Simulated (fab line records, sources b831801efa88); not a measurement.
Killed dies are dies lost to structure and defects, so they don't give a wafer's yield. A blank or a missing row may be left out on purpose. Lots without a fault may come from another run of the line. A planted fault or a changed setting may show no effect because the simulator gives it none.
Chamber matching | flow sfq_line | SFQ_TRILAYER_I4_CMP_CMP_100 on cmp-02: 4 sister chambers
The step polishes SiO2. 7 wafers are shown with their chamber, then 6 later ones without.

WAFERS WITH THEIR CHAMBER
wafer  | chamber | motor_current_A (A) | head_pressure_psi (psi)
L634.4 | 2       | 9.0                 | 3.007
L634.6 | 0       | 9.6                 | 2.990
L643.2 | 2       | 9.6                 | 3.001
L643.4 | 3       | 11.4                | 3.004
L643.6 | 1       | 8.9                 | 3.016
L644.4 | 3       | 11.3                | 2.989
L644.1 | 1       | 10.2                | 2.994

WAFERS WITHOUT THEIR CHAMBER
wafer  | motor_current_A (A) | head_pressure_psi (psi)
L644.3 | 9.3                 | 2.994
L645.1 | 10.2                | 3.004
L645.2 | 11.2                | 2.996
L645.4 | 10.2                | 3.008
L648.3 | 11.4                | 3.011
L648.5 | 11.1                | 2.995

WHICH CHAMBER EACH WENT THROUGH
wafer  | from the rows above               | in truth
L644.3 | can't be placed: 0 or 2 or 1      | 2
L645.1 | can't be placed: 1 or 2 or 0 or 3 | 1
L645.2 | 3                                 | 3
L645.4 | can't be placed: 1 or 2 or 0 or 3 | 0
L648.3 | can't be placed: 3 or 1           | 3
L648.5 | 3                                 | 3
Placed correctly: 2 of 6. Can't be placed from these rows: 4 (the true chamber is among the candidates in 4). Placed wrongly: 0.
How it was worked out, from the rows above alone: a wafer's distance from a chamber is the root of the sum, over the readings, of the square of ((its reading less the chamber's mean) divided by the reading's scatter). The wafer belongs to the nearest chamber; if the next one is less than 2 further off, it can't be placed. A chamber's mean is the mean of its shown wafers. The scatter: the root of (the sum of the squares of (reading less its chamber's mean) over the shown wafers, divided by (wafers less chambers)).
